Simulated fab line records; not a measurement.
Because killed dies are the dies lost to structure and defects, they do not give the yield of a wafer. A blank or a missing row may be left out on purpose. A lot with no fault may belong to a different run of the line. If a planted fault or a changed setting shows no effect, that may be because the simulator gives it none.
Struck lot and sound lot, side by side / flow sky130 / 19 steps out of a route of 708
Sound: these wafers, L801.2, L801.3, L801.4. The struck wafers were L813.2, L813.4. The cause is given at the end.
For every step that has rows: the tool of each side, followed by ch and its chambers, followed by its first start. Under that, the readings that differ: sound wafers / struck wafers / difference of the means / sigmas: that difference in standard deviations of wafers without a fault.
alike: readings with means less than 2 such deviations apart, plus words and numbers identical on both sides. not compared: withheld readings, readings lacking a value on some wafer, bounds such as >300 that could conceal the same value, and numbers that have no deviation in the record and whose values overlap.
A row with sigmas, a row that says differs or no value, or rows on one side alone: a step with any of these is where the two part. Numbers that don't overlap but have no deviation are shown without sigmas and don't part them. A reading that every wafer of one side lacks parts them only if that side has two wafers or more.

first, 2 steps without rows for these wafers: SKY_METAL2_CLEAN_23 (cleans in O3/DIW); SKY_VIA2_HDPCVD_00 (deposits SiO2, target thk 1180 nm, time 196.7 s).
SKY_VIA2_THK_MEAS_01:
  sound on film_metro-04, day 36 21:07; struck on film_metro-04, day 40 13:11
  alike: VIA2_HDPCVD_THK
SKY_VIA2_CMP_02: polishes SiO2.
  sound on cmp-02 ch 0,1,2, day 36 21:16; struck on cmp-02 ch 1,2, day 40 13:14
  alike: edge_zone_pressure_frac, motor_current_A, retaining_ring_pressure_frac
SKY_VIA2_BOW_MEAS_03:
  sound on film_metro-03, day 36 21:32; struck on film_metro-03, day 40 13:33
  alike: VIA2_BOW
then, 7 steps without rows for these wafers: SKY_VIA2_DEHYDRATE_04 (time 60 s); SKY_VIA2_HMDS_05 (prime time 60 s); SKY_VIA2_COAT_06 (resist thk 60 nm); SKY_VIA2_COAT_07 (resist thk 450 nm); SKY_VIA2_SOFTBAKE_08 (time 90 s); SKY_VIA2_EXPOSE_09 (exposes mask VIM2, target cd 200 nm); SKY_VIA2_PEB_10.
SKY_VIA2_DEVELOP_11: develop time 60 s.
  sound on litho_track-01 ch 0, day 37 23:00; struck on litho_track-02 ch 0, day 41 13:00
SKY_VIA2_CD_MEAS_12: target cd 200 nm.
  sound on cd_sem-01, day 37 23:41; struck on cd_sem-01, day 41 14:00
reading=cd_nm (nm); sound=199.8 199.0 199.0; struck=189.6 188.6; difference=-10.2; sigmas=-7
SKY_VIA2_OVL_MEAS_13:
  sound on overlay-01, day 37 23:48; struck on overlay-02, day 41 14:07
reading=VIA2_OVL (nm); sound=2 -8 -7; struck=9 8; difference=+13; sigmas=+2
SKY_VIA2_ETCH_14: etches BARC in N2/H2, stops on SiO2, time 45.9 s, target depth 60 nm.
  sound on rie_diel-02 ch 0,1,2, day 37 23:50; struck on rie_diel-02 ch 1,3, day 41 14:08
reading=model.VIA2.cd_nm (nm); sound=198.6 199.2 200; struck=189 188.8; difference=-10; sigmas=
  alike: bias_w, drypump_motor_current_A, oes_product_au, throttle_valve_pct
  not compared: rf_hours_counter_h
SKY_VIA2_ETCH_15: etches SiO2 in C4F8/O2/Ar, stops on TiN, target depth 546 nm, time 84 s.
  sound on rie_diel-02 ch 0,1,2, day 37 23:52; struck on rie_diel-02 ch 1,3, day 41 14:11
reading=model.VIA2.cd_nm (nm); sound=194.9 202.9 199.9; struck=189.1 190.7; difference=-9.3; sigmas=
  alike: bias_w, oes_product_au
  not compared: rf_hours_counter_h
SKY_VIA2_STRIP_16: strips in O2/N2.
  sound on plasma_asher-03 ch 0,1, day 37 23:56; struck on plasma_asher-03 ch 0,1, day 41 14:14
  alike: drypump_motor_current_A, oes_product_au, strip_time_to_endpoint_s
  not compared: rf_hours_counter_h
-- the record jumps here: 8 days lie between the struck wafers' starts before and after (it left off in module VIA2 and takes up again in module PAD_OPEN, whose first step shown is number 708 of the route) --
SKY_PAD_OPEN_PROBE_99:
  sound on prober-01, day 47 05:20; struck on prober-02, day 49 21:32
reading=model.etest.via2_chain.rc_ohm; sound=10.12 9.913 10.39; struck=11.01 11.1; difference=+0.91; sigmas=
  alike: defect_limited_yield, killed_at_M0_to_M3, killed_at_M4_up, killed_at_contacts, killed_at_front_end, killed_at_other, killed_dies, killed_open, killed_short, sort_bin_3_pad_short, sort_bin_5_function, sort_bin_6_memory, sort_n_pass, sort_yield_pct

WHERE THEY PART
Last at SKY_VIA2_OVL_MEAS_13 as far as this record goes, first at SKY_VIA2_CD_MEAS_12. Later steps at which nothing parts them and some readings are alike: SKY_VIA2_ETCH_14, SKY_VIA2_ETCH_15, SKY_VIA2_STRIP_16, SKY_PAD_OPEN_PROBE_99.

WHY: what had been put in by the simulator
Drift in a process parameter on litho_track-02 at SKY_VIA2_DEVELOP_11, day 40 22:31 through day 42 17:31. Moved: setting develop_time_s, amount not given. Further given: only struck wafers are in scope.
